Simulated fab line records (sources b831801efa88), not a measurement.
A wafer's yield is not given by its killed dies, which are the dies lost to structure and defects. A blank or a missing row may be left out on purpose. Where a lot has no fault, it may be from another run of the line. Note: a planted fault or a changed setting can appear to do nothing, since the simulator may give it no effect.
A struck lot beside a sound one + flow sky130 + 16 out of 708 route steps
Sound: these wafers, L446.1, L446.2, L446.6. Struck: wafers L458.1, L458.3, L458.6. The cause is given at the end.
At each step with rows: each side's tool, then ch and its chambers, then its first start. Under that, the readings that differ: sound wafers + struck wafers + difference of the means + sigmas: that difference in standard deviations of wafers without a fault.
alike: a reading whose means differ by less than 2 such deviations, as well as words and numbers matching on both sides. not compared: withheld readings; readings where some wafer has no value; bounds like >300 that might hide an equal value; numbers whose values overlap and for which the record gives no deviation.
Wherever a step has rows on one side only, a row that says differs or no value, or a row with sigmas, the two part there. Non-overlapping numbers with no deviation appear without sigmas and do not part them. Lack of a reading on every wafer of one side parts them only where that side has two or more wafers.

SKY_CAP2M_THK_MEAS_01:
  sound: film_metro-02 at day 39 17:25; struck: film_metro-04 at day 43 07:07
  alike: CAP2M_CVD_00_THK
SKY_CAP2M_SPUTTER_02: material TiN, target thk 200 nm, time 166.7 s.
  sound: pvd_sputter-02 at day 39 17:29; struck: pvd_sputter-04 at day 43 07:11
  alike: throttle_valve_pct
SKY_CAP2M_RS_MEAS_03: the measuring method here is four-point-probe.
  sound: film_metro-04 at day 39 17:35; struck: film_metro-01 at day 43 07:17
  alike: CAP2M_TIN_RS
SKY_CAP2M_THK_MEAS_04: measures by xrf.
  sound: film_metro-04 at day 39 17:43; struck: film_metro-01 at day 43 07:25
  alike: CAP2M_TIN_THK
then, 7 steps without rows for these wafers: SKY_CAP2M_DEHYDRATE_05 (time 60 s); SKY_CAP2M_HMDS_06 (prime time 60 s); SKY_CAP2M_COAT_07 (resist thk 1140 nm); SKY_CAP2M_SOFTBAKE_08 (time 60 s); SKY_CAP2M_EXPOSE_09 (exposes mask CAP2M, target cd 1000 nm); SKY_CAP2M_PEB_10; SKY_CAP2M_DEVELOP_11 (develop time 60 s).
SKY_CAP2M_OVL_MEAS_12:
  sound: overlay-02 at day 40 18:19; struck: overlay-01 at day 44 05:22
  alike: CAP2M_OVL
SKY_CAP2M_METAL_ETCH_13: etches TiN in Cl2/BCl3, stops on SiO2, target depth 220 nm, time 62.9 s.
  sound on rie_metal-03 ch 0,1, day 40 18:21; struck on rie_metal-04 ch 0,1, day 44 05:24
  no value came back on the struck wafers for any of 5 readings (bcl3_flow_sccm (sccm), bias_w (W) and others); on the sound wafers bcl3_flow_sccm (sccm) reads 29.96 30.16 29.86
| reading                                    | sound             | struck         | difference | sigmas |
|--------------------------------------------|-------------------|----------------|------------|--------|
| model.NOVOLAK_of_CAP2M_COAT_07.thk_nm (nm) | 993.2 992.4 996.1 | 1141 1143 1139 | +147       |        |
  not compared: rf_hours_counter_h
SKY_CAP2M_STRIP_14: strips in O2/N2.
  sound on plasma_asher-02 ch 0,1, day 40 18:26; struck on plasma_asher-03 ch 0,1, day 44 05:29
| reading                      | sound             | struck            | difference | sigmas |
|------------------------------|-------------------|-------------------|------------|--------|
| strip_time_to_endpoint_s (s) | 12.64 12.64 12.70 | 14.20 14.22 14.18 | +1.54      | +36    |
  alike: drypump_motor_current_A, oes_product_au
  not compared: rf_hours_counter_h
then, 1 step without rows for these wafers: SKY_CAP2M_STRIP_15 (strips in post etch residue remover, time 1200 s).
-- the record jumps here: 4 days lie between the struck wafers' starts before and after (it left off in module CAP2M and takes up again in module PAD_OPEN, whose first step shown is number 708 of the route) --
SKY_PAD_OPEN_PROBE_99:
  only the struck wafers here have rows in the record (prober-01, day 48 17:27); the sound ones have none

WHERE THEY PART
At SKY_CAP2M_METAL_ETCH_13 first; at SKY_PAD_OPEN_PROBE_99 last (within this record only).

WHY: whatever the simulator had introduced
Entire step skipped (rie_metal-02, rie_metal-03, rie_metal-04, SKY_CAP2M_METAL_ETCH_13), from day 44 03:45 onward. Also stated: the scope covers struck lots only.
